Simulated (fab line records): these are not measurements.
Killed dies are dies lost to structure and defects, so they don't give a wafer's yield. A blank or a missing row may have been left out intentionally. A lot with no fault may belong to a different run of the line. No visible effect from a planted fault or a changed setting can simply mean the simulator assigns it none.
Problem report in the 8D (eight disciplines) form, filled by code :: flow gf180mcu :: the parts of the form that need people (team, actions taken, sign-off) are left out

1. WHAT WENT WRONG
Wafers with no fault read 100.0 W with a standard deviation of 0.31, whereas bias_w at GF_POLY_GATE_ETCH_12 reads a mean of 102.5 W on 1 wafer of 1 lot. That is +8.1 standard deviations from the usual mean.
The step: etches BARC in N2/H2.
Seen first at day 13 03:50 on rie_diel-02, wafer L783.5. The record holds 33 wafers of 11 lots with a number at this step. The rule behind "out" and "out of limits": a value lying over 4 standard deviations away from the usual mean. Any other wafer with a number is counted as sound.

2. WHAT IT IS AND WHAT IT IS NOT
question: which readings at this step
is: bias_w
is not: chamber_pressure_mTorr, drypump_motor_current_A, oes_product_au, throttle_valve_pct

question: which lots
is: L783
is not: L772, L773, L774, L775, L776, L777, L780, L788, L792, L795

question: which wafers of those lots
is: L783.5
is not: L783.1, L783.4

question: read on which tools
is: rie_diel-02
is not: rie_diel-03, rie_diel-04

question: when
is: from day 13 03:50
is not: up to then (23 sound wafers); but 9 sound wafers of L788, L792, L795 came after

3. WHAT RULES OUT EACH SUSPECT
Counting: any tool at a process step up to the reading remains a suspect provided it ran every lot that is out. Sound lots after the first of them don't rule it out here, since some wafers of a struck lot are sound.
- rie_diel-02 at GF_POLY_GATE_ETCH_12 (etches BARC in N2/H2): kept. It ran the lot that is out, L783 (day 13 03:50); its last sound lot up to then is L780 (day 11 21:55). Out on those wafers are its own readings of bias_w.
- Within rie_diel-02 at GF_POLY_GATE_ETCH_12: the wafers that are out ran in chamber 2; their sound lot-mates ran in chamber 3.
After counting, what remains is rie_diel-02 at GF_POLY_GATE_ETCH_12.

4. THE CAUSE (what the simulator had put in)
rie_diel-02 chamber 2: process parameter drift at GF_POLY_GATE_ETCH_12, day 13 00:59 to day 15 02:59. From 100, the setting bias_w moved by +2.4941. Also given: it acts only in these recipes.
Counting left only this tool.

5. THE EFFECT CHAIN, in route order
One row per reading whose mean, taken over the struck wafers that have a number, lies over 3 standard deviations from the usual. Scope: only readings with a usual standard deviation given in the record; hours: median across lots of the time from each lot's start at the first step in this table that gives one to its start at this step; sigmas: change in usual standard deviations.
hours: 0
step: GF_POLY_GATE_ETCH_12
reading: bias_w
usual: 100.0 W
on struck wafers: 102.5
change: +2.5
sigmas: +8.1

hours: 336
step: GF_M4_RS_MEAS_05
reading: M4_ALCU_RS
usual: 0.0695 ohm/sq
on struck wafers: 0.0726
change: +0.0031
sigmas: +3.3
The process steps in it:
- GF_POLY_GATE_ETCH_12: etches BARC in N2/H2.

6. HOW IT WOULD HAVE BEEN CAUGHT EARLIER
The fault began at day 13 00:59; the first out-of-limits reading in this record came at day 13 03:50, 3 hours later.
